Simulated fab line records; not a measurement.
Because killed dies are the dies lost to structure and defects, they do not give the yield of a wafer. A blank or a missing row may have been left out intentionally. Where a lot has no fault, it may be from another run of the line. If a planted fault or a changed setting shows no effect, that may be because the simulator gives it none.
Matching of chambers / flow sky130 / rie-diel-04 running SKY_CONTACT_ETCH_17: 4 sister chambers
The step etches SiO2 in C4F8/O2/Ar, stops on Si3N4, target depth 340 nm. 14 wafers are shown with their chamber, then 7 later ones without.

EACH WAFER AND ITS CHAMBER
wafer=L403.3; chamber=3; oes-product-au (a.u.)=0.890
wafer=L403.4; chamber=0; oes-product-au (a.u.)=0.887
wafer=L403.5; chamber=0; oes-product-au (a.u.)=0.894
wafer=L404.4; chamber=1; oes-product-au (a.u.)=0.887
wafer=L404.5; chamber=0; oes-product-au (a.u.)=0.893
wafer=L404.6; chamber=3; oes-product-au (a.u.)=0.885
wafer=L407.2; chamber=0; oes-product-au (a.u.)=0.887
wafer=L407.5; chamber=2; oes-product-au (a.u.)=0.886
wafer=L407.6; chamber=1; oes-product-au (a.u.)=0.886
wafer=L408.1; chamber=2; oes-product-au (a.u.)=0.894
wafer=L408.2; chamber=0; oes-product-au (a.u.)=0.889
wafer=L408.4; chamber=1; oes-product-au (a.u.)=0.888
wafer=L410.1; chamber=0; oes-product-au (a.u.)=0.887
wafer=L410.4; chamber=1; oes-product-au (a.u.)=0.891

SIGNATURES, as means of the wafers listed above
reading=oes-product-au; chamber 0=0.88950; chamber 1=0.88800; chamber 2=0.89000; chamber 3=0.88750; scatter within a chamber=0.00332
Rule: a wafer lies at a distance from a chamber equal to the root of the sum of squares, over the readings, of (its reading less the chamber's mean, divided by the reading's scatter). If the next closest chamber is less than 2 further off than the closest, the wafer can't be placed; otherwise it belongs to the closest. The scatter: take each reading less its chamber's mean, square it, sum over the shown wafers, divide by the number of wafers less the number of chambers, and take the root.

WAFERS MISSING THEIR CHAMBER
wafer=L410.6; oes-product-au (a.u.)=0.891
wafer=L412.1; oes-product-au (a.u.)=0.893
wafer=L412.2; oes-product-au (a.u.)=0.889
wafer=L412.3; oes-product-au (a.u.)=0.890
wafer=L423.1; oes-product-au (a.u.)=0.884
wafer=L423.2; oes-product-au (a.u.)=0.887
wafer=L423.5; oes-product-au (a.u.)=0.896

WHICH CHAMBER EACH ONE RAN IN
wafer=L410.6; from the rows above=can't be placed: 2 or 0 or 1 or 3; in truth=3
wafer=L412.1; from the rows above=can't be placed: 2 or 0 or 1 or 3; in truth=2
wafer=L412.2; from the rows above=can't be placed: 0 or 1 or 2 or 3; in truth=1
wafer=L412.3; from the rows above=can't be placed: 2 or 0 or 1 or 3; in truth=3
wafer=L423.1; from the rows above=can't be placed: 3 or 1 or 0 or 2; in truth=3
wafer=L423.2; from the rows above=can't be placed: 3 or 1 or 0 or 2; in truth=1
wafer=L423.5; from the rows above=can't be placed: 2 or 0 or 1 or 3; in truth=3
Correctly placed: 0 of 7. Can't be placed from these rows: 7 (the true chamber is among the candidates in 7). Number placed wrongly: 0.
